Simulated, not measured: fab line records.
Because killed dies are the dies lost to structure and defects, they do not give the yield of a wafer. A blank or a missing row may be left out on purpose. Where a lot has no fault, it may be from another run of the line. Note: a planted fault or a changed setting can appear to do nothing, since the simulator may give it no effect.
Split-lot study + flow sky130 + on a route of 708 steps: 5 lots, 23 wafers read

THE SPLIT ITSELF
At SKY_VIA1_ETCH_15 (etches SiO2 in C4F8/O2/Ar, stops on TiN, target depth 351 nm, time 54 s), the setting timeS was moved away from the recipe's 54 s on 10 of the 23 wafers read, by -10.1% to +11.5%. For the rest of the wafers, this setting stayed at what the recipe calls for.

The reading comes from the split's own step.

THE READING
KrF-thick_of_VIA1_COAT_07.thkNm (the simulator's own value, which no gauge read), in nm, at SKY_VIA1_ETCH_15 (etches SiO2 in C4F8/O2/Ar, stops on TiN, target depth 351 nm, time 54 s). The file does not state a usual value for it. The 13 wafers here that ran the recipe average 324.0 nm, standard deviation 1.5 nm.

| wafer  | tool, chamber at the split | timeS as run, s | against the recipe | KrF-thick_of_VIA1_COAT_07.thkNm, nm | against lot-mates on the recipe |
|--------|----------------------------|-----------------|--------------------|-------------------------------------|---------------------------------|
| L077.1 | rieDiel-04, 1              | 54              | recipe             | 323                                 | -                               |
| L077.4 | rieDiel-04, 0              | 54              | recipe             | 324.1                               | -                               |
| L077.5 | rieDiel-04, 0              | 54              | recipe             | 324.2                               | -                               |
| L079.1 | rieDiel-02, 2              | 51.57           | -4.5%              | 324.4                               | +1.3                            |
| L079.2 | rieDiel-02, 0              | 54              | recipe             | 325                                 | -                               |
| L079.4 | rieDiel-02, 3              | 54              | recipe             | 320.3                               | -                               |
| L079.5 | rieDiel-02, 1              | 51.57           | -4.5%              | 326.9                               | +3.8                            |
| L079.6 | rieDiel-02, 0              | 54              | recipe             | 323.9                               | -                               |
| L082.1 | rieDiel-01, 3              | 60.19           | +11.5%             | 315.7                               | -9.2                            |
| L082.2 | rieDiel-01, 0,3            | 60.19           | +11.5%             | 318                                 | -6.9                            |
| L082.4 | rieDiel-01, 0,3            | 60.19           | +11.5%             | 318                                 | -6.9                            |
| L082.5 | rieDiel-01, 0              | 54              | recipe             | 324.5                               | -                               |
| L082.6 | rieDiel-01, 2              | 54              | recipe             | 325.4                               | -                               |
| L083.1 | rieDiel-02, 2              | 48.52           | -10.1%             | 329.8                               | +7.1                            |
| L083.2 | rieDiel-02, 0              | 54              | recipe             | 322.1                               | -                               |
| L083.3 | rieDiel-02, 1              | 48.52           | -10.1%             | 331.1                               | +8.4                            |
| L083.4 | rieDiel-02, 3              | 48.52           | -10.1%             | 325.8                               | +3.1                            |
| L083.6 | rieDiel-02, 0              | 54              | recipe             | 323.3                               | -                               |
| L085.1 | rieDiel-01, 0              | 56.25           | +4.2%              | 323.8                               | -1.8                            |
| L085.2 | rieDiel-01, 3              | 56.25           | +4.2%              | 323.2                               | -2.4                            |
| L085.4 | rieDiel-01, 1              | 54              | recipe             | 325.2                               | -                               |
| L085.5 | rieDiel-01, 1              | 54              | recipe             | 325.2                               | -                               |
| L085.6 | rieDiel-01, 0              | 54              | recipe             | 326.4                               | -                               |
If several chambers appear in one row, that row covers several wafers at once and the file leaves open which wafer was in which chamber.

FIT RESULTS
A straight line over all 23 wafers: KrF-thick_of_VIA1_COAT_07.thkNm changes by -0.515 nm for each +1% of timeS; r = -0.88; the points scatter about the line by 1.7 nm.
The same after taking each lot's own level away (the mean of its wafers on the recipe; 23 wafers): -0.636 nm for each +1%; r = -0.94; scatter 1.4 nm.
According to that fit, moving timeS by its largest amount changes the reading by 7.3 nm.
Measured against the standard deviation above, the lots' own levels, which go from 322.70 to 325.60 nm, span 1.9 times it.
In other words, the slope is changed by the lot-to-lot level; the two fits disagree.
Check: for one of the wafers moved furthest among these (+11.5%), held out of the fit, the line's prediction against its lot-mates is -6.85 nm. It came out at -9.25 nm against them.

FURTHER SPLITS ON THESE WAFERS
Other splits were also applied to these wafers ahead of the reading. Each is held against what the fit with the lots' levels taken away leaves over:
| other split on the same wafers           | wafers away from the commonest value | r with KrF-thick_of_VIA1_COAT_07.thkNm (lot level and that fit taken away) |
|------------------------------------------|--------------------------------------|----------------------------------------------------------------------------|
| SKY_CONTACT_ETCH_16 biasW                | 8                                    | +0.08                                                                      |
| SKY_CONTACT_SPUTTER_23 chamberPressurePa | 15                                   | +0.01                                                                      |
| SKY_METAL1_SPUTTER_02 powerW             | 10                                   | -0.15                                                                      |

THE FILE'S OWN FIT
KrF-thick_of_VIA1_COAT_07.thkNm changes by -0.631 nm for each +1% of timeS, r = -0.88.
